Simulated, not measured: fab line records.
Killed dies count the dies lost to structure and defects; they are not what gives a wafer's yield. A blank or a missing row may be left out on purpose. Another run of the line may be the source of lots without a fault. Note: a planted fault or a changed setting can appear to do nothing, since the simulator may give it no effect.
The same fault as seen by 2 desks :: flow sfqLine :: each desk has only its own numbers; what lay behind them comes last

== AT THE METROLOGY DESK ==
Means of the sampled wafers that have a number, per lot and without regard to the tool the lot ran on: this is what the gauges read. A lot is out of limits, marked OUT, if its mean lies more than 4 standard deviations from the usual mean; the brackets give that distance.
Columns: A = L0V_OVL at SFQ_L0V_OVL_MEAS_903, usual -2 nm; B = I1_OVL at SFQ_I1_OVL_MEAS_913, usual 0 nm
lot: L626
first seen here: day 9 00:59
A: 6
B: -1

lot: L628
first seen here: day 9 18:59
A: -14
B: 2

lot: L629
first seen here: day 9 22:37
A: 3
B: -6

lot: L630
first seen here: day 10 03:31
A: 2
B: 11

lot: L631
first seen here: day 10 05:55
A: 2
B: 2

lot: L632
first seen here: day 10 13:14
A: 4
B: 5

lot: L635
first seen here: day 11 00:02
A: -4
B: 3

lot: L636
first seen here: day 11 07:14
A: -2
B: 6

lot: L639
first seen here: day 12 04:58
A: 1
B: 1

lot: L641
first seen here: day 12 21:46
A: -3
B: -1

lot: L644
first seen here: day 13 16:58
A: -1
B: -2

lot: L646
first seen here: day 14 18:17
A: -3
B: -5

lot: L647
first seen here: day 14 23:54
A: -2
B: -1

lot: L648
first seen here: day 15 10:42
A: -2
B: -5

lot: L649
first seen here: day 15 19:06
A: -2
B: -2
This desk's verdict: no lot among the 15 shows anything out of limits.

== DESK OF THE TOOL OWNER: rieMetal-02 ==
The tool's own readings at SFQ_TRILAYER_L0_BARC_OPEN_METAL_ETCH_010 (etches BARC in O2, target depth 125 nm, time 40.12 s): means of the sampled wafers that have a number, for each lot that ran on this tool. A lot is out of limits, marked OUT, if its mean lies more than 4 standard deviations from the usual mean; the brackets give that distance.
Columns: A = biasW at SFQ_TRILAYER_L0_BARC_OPEN_METAL_ETCH_010, usual 80.01 W; B = chamberPressureMTorr at SFQ_TRILAYER_L0_BARC_OPEN_METAL_ETCH_010, usual 10.000 mTorr; C = drypumpMotorCurrentA at SFQ_TRILAYER_L0_BARC_OPEN_METAL_ETCH_010, usual 6.0 A; D = oesProductAu at SFQ_TRILAYER_L0_BARC_OPEN_METAL_ETCH_010, usual 0.697 a.u.
lot: L628
first seen here: day 5 18:26
A: 79.94
B: 10.000
C: 5.5
D: 0.699

lot: L629
first seen here: day 5 22:04
A: 80.12
B: 9.994
C: 5.5
D: 0.697

lot: L631
first seen here: day 6 00:28
A: 77.34 (-11) OUT
B: 9.998
C: 5.9
D: 0.697

lot: L635
first seen here: day 6 17:14
A: 76.81 (-13) OUT
B: 10.001
C: 5.1
D: 0.695

lot: L636
first seen here: day 7 00:34
A: 77.43 (-11) OUT
B: 10.001
C: 5.5
D: 0.700

lot: L648
first seen here: day 10 08:19
A: 79.75
B: 9.991
C: 6.3
D: 0.694
Finding of this desk: L631, L635, L636 out of limits; the first was L631 at day 6 00:28, on biasW at SFQ_TRILAYER_L0_BARC_OPEN_METAL_ETCH_010. Within limits: L628, L629, L648.

== BROUGHT TOGETHER ==
At day 6 00:28, on L631, L635, L636, the tool owner's desk was in a position to raise an alarm.
From the metrology desk's view, nothing was out of limits.
The metrology desk holds a record of L631, L635, L636, inside its limits.
All the named lots went through SFQ_TRILAYER_L0_BARC_OPEN_METAL_ETCH_010 on rieMetal-02.

== WHAT THE SIMULATOR HAD INSERTED ==
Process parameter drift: rieMetal-02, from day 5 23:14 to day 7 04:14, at SFQ_TRILAYER_L0_BARC_OPEN_METAL_ETCH_010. A move of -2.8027 in setting biasW, from 80. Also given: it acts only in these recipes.
Lots struck among those shown: L631, L635, L636.
Delay in hours, fault start to first out-of-limits reading, by desk: the tool owner's desk at 1.
